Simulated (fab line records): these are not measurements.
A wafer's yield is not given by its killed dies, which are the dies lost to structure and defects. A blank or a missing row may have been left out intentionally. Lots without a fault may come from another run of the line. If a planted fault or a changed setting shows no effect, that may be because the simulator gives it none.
2 desks looking at one fault | flow sky130 | each desk has only its own numbers; what lay behind them comes last

## METROLOGY DESK
Means of the sampled wafers that have a number, per lot and without regard to the tool the lot ran on: this is what the gauges read. A lot is out of limits, marked OUT, if its mean lies more than 4 standard deviations from the usual mean; the brackets give that distance.
Columns: A = LDD_N_TW at SKY_LDD_N_TW_MEAS_17, usual 2545
lot  | first seen here | A
L336 | day 19 05:24    | 2544
L337 | day 19 05:41    | 2533
L341 | day 19 20:06    | 2533
L342 | day 20 06:10    | 2515
L343 | day 20 22:53    | 2510
L344 | day 21 04:32    | 2546
L345 | day 21 07:22    | 2546
L346 | day 21 13:05    | 2531
L347 | day 21 21:29    | 2545
L349 | day 23 08:25    | 2528
L350 | day 23 08:45    | 2597
L355 | day 24 17:14    | 2563
L356 | day 25 09:00    | 2557
This desk found nothing out of limits on any of the 13 lots.

## DESK OF THE TOOL OWNER: furnace-01
The tool's own readings at SKY_NWELL_OXIDATION_01 (stabilise 600 s, purge 300 s, target thk 10 nm): means of the sampled wafers that have a number, for each lot that ran on this tool. A lot is out of limits, marked OUT, if its mean lies more than 4 standard deviations from the usual mean; the brackets give that distance.
Columns: A = spikeTcTopC at SKY_NWELL_OXIDATION_01, usual 908.6 C
lot  | first seen here | A
L336 | day 2 23:32     | 908.1
L337 | day 3 06:51     | 908.8
L342 | day 3 20:28     | 908.0
L344 | day 4 09:05     | 908.2
L347 | day 4 21:02     | 907.4
L349 | day 5 07:21     | 907.6
L350 | day 5 11:36     | 907.9
L355 | day 6 14:58     | 907.5
L356 | day 7 04:55     | 908.8
This desk found nothing out of limits on any of the 9 lots.

## PUT TOGETHER
At the metrology desk, nothing out of limits was observed.
Nothing out of limits was seen by the tool owner's desk.

## WHAT HAD BEEN PUT IN BY THE SIMULATOR
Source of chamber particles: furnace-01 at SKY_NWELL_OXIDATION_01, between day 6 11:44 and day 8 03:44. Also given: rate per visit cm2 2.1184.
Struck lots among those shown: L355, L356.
